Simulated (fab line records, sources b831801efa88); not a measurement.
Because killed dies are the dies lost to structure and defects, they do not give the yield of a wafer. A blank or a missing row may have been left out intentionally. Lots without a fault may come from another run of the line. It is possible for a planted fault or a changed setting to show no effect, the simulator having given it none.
Which tool was responsible? | flow sfq line | Sampling: 13 lots, 39 wafers, 2 of 325 route steps

== WHAT THE GAUGES READ, wafer by wafer ==
SFQ_I3_BOW_MEAS_922.
lot  | measured     | on            | I3_BOW (um)
L775 | day 33 16:10 | film metro-02 | 1 -2 -1
L777 | day 34 04:11 | film metro-01 | 15 21 14
L778 | day 35 21:04 | film metro-01 | -5 3 8
L779 | day 36 02:47 | film metro-03 | 12 19 17
L780 | day 36 06:05 | film metro-03 | 1 6 10
L781 | day 36 13:44 | film metro-02 | 22 21 16
L784 | day 43 12:47 | film metro-03 | -5 -16 -20
L785 | day 49 11:38 | film metro-03 | -1 10 17
L786 | day 49 20:35 | film metro-03 | 2 -9 9 - - -
L788 | day 50 08:38 | film metro-02 | -7 -10 -10
L794 | day 52 12:04 | film metro-03 | 2 14 -1
L796 | day 53 09:02 | film metro-02 | 13 3 5
L797 | day 54 02:49 | film metro-03 | -4 -10 4

== WHAT TOOL EACH LOT RAN ON (gives the tool, then ch and the chambers of the sampled wafers, and finally the start) ==
lot  | SFQ_TRILAYER_I3_CMP_CMP_082
L775 | cmp-01 ch 0,1, day 33 13:10
L777 | cmp-01 ch 1,2,3, day 34 01:10
L778 | cmp-01 ch 0,2,3, day 35 18:04
L779 | cmp-02 ch 1,2, day 35 23:46
L780 | cmp-01 ch 1,3, day 36 03:34
L781 | cmp-01 ch 1,2, day 36 10:44
L784 | cmp-01 ch 1,2,3, day 43 09:47
L785 | cmp-01 ch 2,3, day 49 09:05
L786 | cmp-01 ch 1,2, day 49 17:35
L788 | cmp-02 ch 0,1,2, day 50 05:37
L794 | cmp-02 ch 0,2,3, day 52 10:32
L796 | cmp-02 ch 1,2,3, day 53 06:02
L797 | cmp-01 ch 0,1,3, day 53 23:47
- SFQ_TRILAYER_I3_CMP_CMP_082: polishes SiO2.

== WHAT THE TOOLS THEMSELVES READ (means of the sampled wafers that have a number; where no wafer has one, the mark that the record gives instead) ==
SFQ_TRILAYER_I3_CMP_CMP_082.
lot  | tool   | motor current A (A) | slurry flow ml min | time to endpoint s (s)
L775 | cmp-01 | 9.2                 | 150.3              | 215
L777 | cmp-01 | 9.9                 | 149.7              | 224
L778 | cmp-01 | 10.5                | 150.0              | 212
L779 | cmp-02 | 11.1                | 150.8              | 216
L780 | cmp-01 | 9.2                 | 150.3              | 217
L781 | cmp-01 | 10.4                | 149.7              | 215
L784 | cmp-01 | 9.7                 | 150.0              | 218
L785 | cmp-01 | 9.8                 | 149.7              | 226
L786 | cmp-01 | 9.4                 | 149.9              | 198
L788 | cmp-02 | 11.0                | 150.0              | 212
L794 | cmp-02 | 11.1                | 149.6              | 212
L796 | cmp-02 | 10.4                | 149.6              | 209
L797 | cmp-01 | 9.8                 | 150.0              | 219

== THE ANSWER, worked out from the rows above alone ==
Rule: the usual values come from the lots themselves. Put in order of their means at a reading, lots are off if they are a third of the lots or fewer, leave a main group of 4 or more, and stand apart from it by a gap of 3 or more times the standard deviation of the main group's means; of several such gaps the widest counts. If all means in a main group match to the digits the tables above print for the reading, that group is not used. A lot without any number at a reading at which 4 lots or more have one is off too. The other lots that the step has rows for count as sound. The gauges are gone through in route order, then the tools' own readings, and for those a lot's mean is taken as printed above. At the first step where some lot is off, the reading lying furthest off is the one used; lots without a number count as furthest.
No lot is off at any reading shown: from this, nothing can be told.

== WHAT THE SIMULATOR HAD PUT IN ==
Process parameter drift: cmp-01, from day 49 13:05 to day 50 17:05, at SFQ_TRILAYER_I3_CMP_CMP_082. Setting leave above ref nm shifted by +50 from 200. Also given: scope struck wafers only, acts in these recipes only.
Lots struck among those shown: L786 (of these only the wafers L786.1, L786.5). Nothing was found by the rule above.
